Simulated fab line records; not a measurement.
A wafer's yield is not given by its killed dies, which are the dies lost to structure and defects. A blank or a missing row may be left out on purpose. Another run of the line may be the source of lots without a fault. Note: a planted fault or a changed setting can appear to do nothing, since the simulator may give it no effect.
Matching of chambers -- flow sky130 -- SKY_VIA1_ETCH_15 on rie-diel-04: 4 sister chambers
The step etches SiO2 in C4F8/O2/Ar, stops on TiN, target depth 351 nm, time 54 s. 8 wafers are shown with their chamber, then 9 later ones without.

## WAFERS PAIRED WITH THEIR CHAMBERS
wafer,chamber,bias-w (W),oes-product-au (a.u.)
L076.3,2,1194,0.984
L078.2,2,1200,0.992
L083.6,1,1195,0.982
L087.4,1,1203,0.975
L087.6,0,1204,0.974
L088.2,0,1208,0.957
L088.3,3,1200,0.991
L088.5,3,1197,0.981

## WAFERS WITHOUT THEIR CHAMBER
wafer,bias-w (W),oes-product-au (a.u.)
L090.3,1196,0.975
L090.4,1199,0.982
L090.6,1197,0.974
L097.1,1199,0.981
L097.2,1203,0.979
L097.6,1202,0.981
L095.2,1199,0.973
L095.3,1200,0.982
L095.4,1204,0.989

## WHICH CHAMBER EACH WENT THROUGH
wafer,from the rows above,in truth
L090.3,can't be placed: 1 or 3 or 2 or 0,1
L090.4,can't be placed: 1 or 3 or 2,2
L090.6,can't be placed: 1 or 3 or 2 or 0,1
L097.1,can't be placed: 1 or 3 or 2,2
L097.2,can't be placed: 1 or 3 or 0 or 2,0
L097.6,can't be placed: 1 or 3 or 2 or 0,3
L095.2,can't be placed: 1 or 3 or 2 or 0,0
L095.3,can't be placed: 1 or 3 or 2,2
L095.4,can't be placed: 3 or 2 or 1 or 0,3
Correctly placed: 0 of 9. Can't be placed from these rows: 9 (the true chamber is among the candidates in 9). Wrongly placed: 0.
How it was worked out, from the rows above alone: a wafer's distance from a chamber is the root of the sum, over the readings, of the square of ((its reading less the chamber's mean) divided by the reading's scatter). The wafer belongs to the nearest chamber; if the next one is less than 2 further off, it can't be placed. The mean given for a chamber averages the wafers shown for that chamber. The scatter is the square root of a quotient: the sum, over the shown wafers, of each reading's squared deviation from its chamber's mean, divided by wafers minus chambers.
